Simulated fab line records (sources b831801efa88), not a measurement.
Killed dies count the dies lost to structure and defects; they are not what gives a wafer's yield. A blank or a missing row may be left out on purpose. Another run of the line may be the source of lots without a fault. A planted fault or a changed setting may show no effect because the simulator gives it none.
Chamber matching    flow gf180mcu    GF_V3_CVD_02 on pecvd-01: 3 sister chambers
The step deposits SiO2 from TEOS, target thk 850 nm, time 94.851 s. 16 wafers are shown with their chamber, then 8 later ones without.

WAFERS PAIRED WITH THEIR CHAMBERS
wafer   chamber  heater_power_w (W)
L075.2  2        991
L075.4  2        816
L075.6  1        674
L081.1  1        646
L081.2  0        555
L081.6  0        592
L082.1  2        827
L082.2  0        639
L082.5  0        670
L083.1  0        581
L083.2  1        658
L083.4  0        639
L087.2  0        641
L087.4  2        1023
L087.5  0        668
L094.2  0        619

SIGNATURES (averages over the wafers above)
reading         chamber 0  chamber 1  chamber 2  scatter within a chamber
heater_power_w  622.67     659.33     914.25     60.6
Rule: for a wafer and a chamber, the distance is found by dividing, reading by reading, the gap between the wafer's reading and the chamber's mean by the reading's scatter, squaring, summing and taking the root. The wafer belongs to the nearest chamber; if the next one is less than 2 further off, it can't be placed. The scatter: take each reading less its chamber's mean, square it, sum over the shown wafers, divide by the number of wafers less the number of chambers, and take the root.

WAFERS WITH NO CHAMBER GIVEN
wafer   heater_power_w (W)
L094.4  615
L094.5  958
L095.1  580
L095.2  945
L095.5  979
L096.2  613
L096.5  620
L096.6  1006

CHAMBER TAKEN BY EACH
wafer   from the rows above      in truth
L094.4  can't be placed: 0 or 1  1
L094.5  2                        2
L095.1  can't be placed: 0 or 1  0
L095.2  2                        2
L095.5  2                        2
L096.2  can't be placed: 0 or 1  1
L096.5  can't be placed: 0 or 1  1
L096.6  2                        2
4 of 8 placed correctly. These rows do not allow placing 4 (true chamber among the candidates in 4). Wrongly placed: 0.
